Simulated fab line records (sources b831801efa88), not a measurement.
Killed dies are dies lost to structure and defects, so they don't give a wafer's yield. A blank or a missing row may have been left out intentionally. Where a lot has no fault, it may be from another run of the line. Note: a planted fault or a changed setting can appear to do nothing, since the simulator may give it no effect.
Split-lot experiment | flow sky130 | on a route of 708 steps: 5 lots, 23 wafers read

THE SPLIT
At SKY_METAL5_METAL_ETCH_15 (etches the open film in Cl2/BCl3, stops on SiO2, target depth 1260 nm, time 252 s), the setting biasW was moved away from the recipe's 48.5 W on 8 of the 23 wafers read, by -9.1% to +8.1%. All remaining wafers had this setting at the recipe value.

The reading is taken at the split's own step.

THE READING
NOVOLAK_of_METAL5_COAT_09.thkNm (the simulator's own value, which no gauge read), in nm, at SKY_METAL5_METAL_ETCH_15 (etches the open film in Cl2/BCl3, stops on SiO2, target depth 1260 nm, time 252 s). There is no usual value for it anywhere in the file. The 15 wafers here that ran the recipe average 1039 nm, standard deviation 6.2 nm.

wafer  | tool, chamber at the split | biasW as run, W | against the recipe | NOVOLAK_of_METAL5_COAT_09.thkNm, nm | against lot-mates on the recipe
L076.1 | rieMetal-02, 0             | 46.64           | -3.8%              | 1051                                | +17
L076.2 | rieMetal-02, 1             | 48.5            | recipe             | 1036                                | -
L076.5 | rieMetal-02, 1             | 48.5            | recipe             | 1036                                | -
L076.3 | rieMetal-02, 1             | 48.5            | recipe             | 1030                                | -
L076.6 | rieMetal-02, 0             | 46.64           | -3.8%              | 1062                                | +28
L077.2 | rieMetal-02, 0             | 48.5            | recipe             | 1041                                | -
L077.5 | rieMetal-02, 0             | 48.5            | recipe             | 1041                                | -
L077.3 | rieMetal-02, 0             | 48.5            | recipe             | 1046                                | -
L077.4 | rieMetal-02, 1             | 48.5            | recipe             | 1032                                | -
L077.6 | rieMetal-02, 1             | 48.5            | recipe             | 1040                                | -
L079.2 | rieMetal-03, 0             | 48.5            | recipe             | 1044                                | -
L079.3 | rieMetal-03, 1             | 44.1            | -9.1%              | 1064                                | +26
L079.4 | rieMetal-03, 0             | 48.5            | recipe             | 1032                                | -
L079.5 | rieMetal-03, 1             | 44.1            | -9.1%              | 1075                                | +37
L079.6 | rieMetal-03, 0             | 44.1            | -9.1%              | 1072                                | +34
L081.2 | rieMetal-02, 1             | 48.5            | recipe             | 1041                                | -
L081.4 | rieMetal-02, 0             | 48.5            | recipe             | 1053                                | -
L081.6 | rieMetal-02, 1             | 48.5            | recipe             | 1047                                | -
L085.1 | rieMetal-03, 0             | 52.42           | +8.1%              | 1012                                | -23
L085.2 | rieMetal-03, 1             | 52.42           | +8.1%              | 1018                                | -17
L085.4 | rieMetal-03, 0             | 48.5            | recipe             | 1034                                | -
L085.5 | rieMetal-03, 0             | 52.42           | +8.1%              | 1011                                | -24
L085.6 | rieMetal-03, 1             | 48.5            | recipe             | 1036                                | -

THE FIT
A straight line over all 23 wafers: NOVOLAK_of_METAL5_COAT_09.thkNm changes by -3.37 nm for each +1% of biasW; r = -0.93; the points scatter about the line by 6 nm.
The same after taking each lot's own level away (the mean of its wafers on the recipe; 23 wafers): -3.28 nm for each +1%; r = -0.94; scatter 5.5 nm.
That fit puts the effect of the largest move of biasW on the reading at 30 nm.
The lots' own levels span 1034.0 to 1047.0 nm, that is 2.1 times the standard deviation above.
The two slopes agree, so the slope changes little with the lot-to-lot level.
Check: with one of the wafers moved furthest among these (-9.1%) left out of the fit, the line predicts +33.1 nm for it against its lot-mates. Against them it came out at +26 nm.

ADDITIONAL SPLITS CARRIED BY THESE WAFERS
Before the reading, these wafers also passed through other splits. Each is held against what the fit with the lots' levels taken away leaves over:
other split on the same wafers          | wafers away from the commonest value | r with NOVOLAK_of_METAL5_COAT_09.thkNm (lot level and that fit taken away)
SKY_METAL3_METAL_ETCH_18 biasW          | 8                                    | +0.29
SKY_VIA3_HDPCVD_00 timeS                | 7                                    | +0.24
SKY_METAL4_SPUTTER_00 chamberPressurePa | 15                                   | +0.01
SKY_VIA4_SOFTBAKE_07 tempC              | 10                                   | -0.09
SKY_VIA4_CVD_18 tempC                   | 7                                    | -0.08
SKY_METAL5_DEVELOP_13 developTimeS      | 7                                    | +0.09

THE WHOLE CHAIN: every reading that the file lists as answering this split, in the file's order
step                     | what it does                                                                      | reading                                                                          | change (the file's fit)              | r (the file's)
SKY_METAL5_METAL_ETCH_15 | etches the open film in Cl2/BCl3, stops on SiO2, target depth 1260 nm, time 252 s | NOVOLAK_of_METAL5_COAT_09.thkNm (the simulator's own value, which no gauge read) | -3.41 nm for each +1% of the setting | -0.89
SKY_METAL5_STRIP_16      | strips in O2/N2                                                                   | stripTimeToEndpointS                                                             | withheld for each +1% of the setting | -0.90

THE FILE'S OWN FIT
NOVOLAK_of_METAL5_COAT_09.thkNm changes by -3.41 nm for each +1% of biasW, r = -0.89.
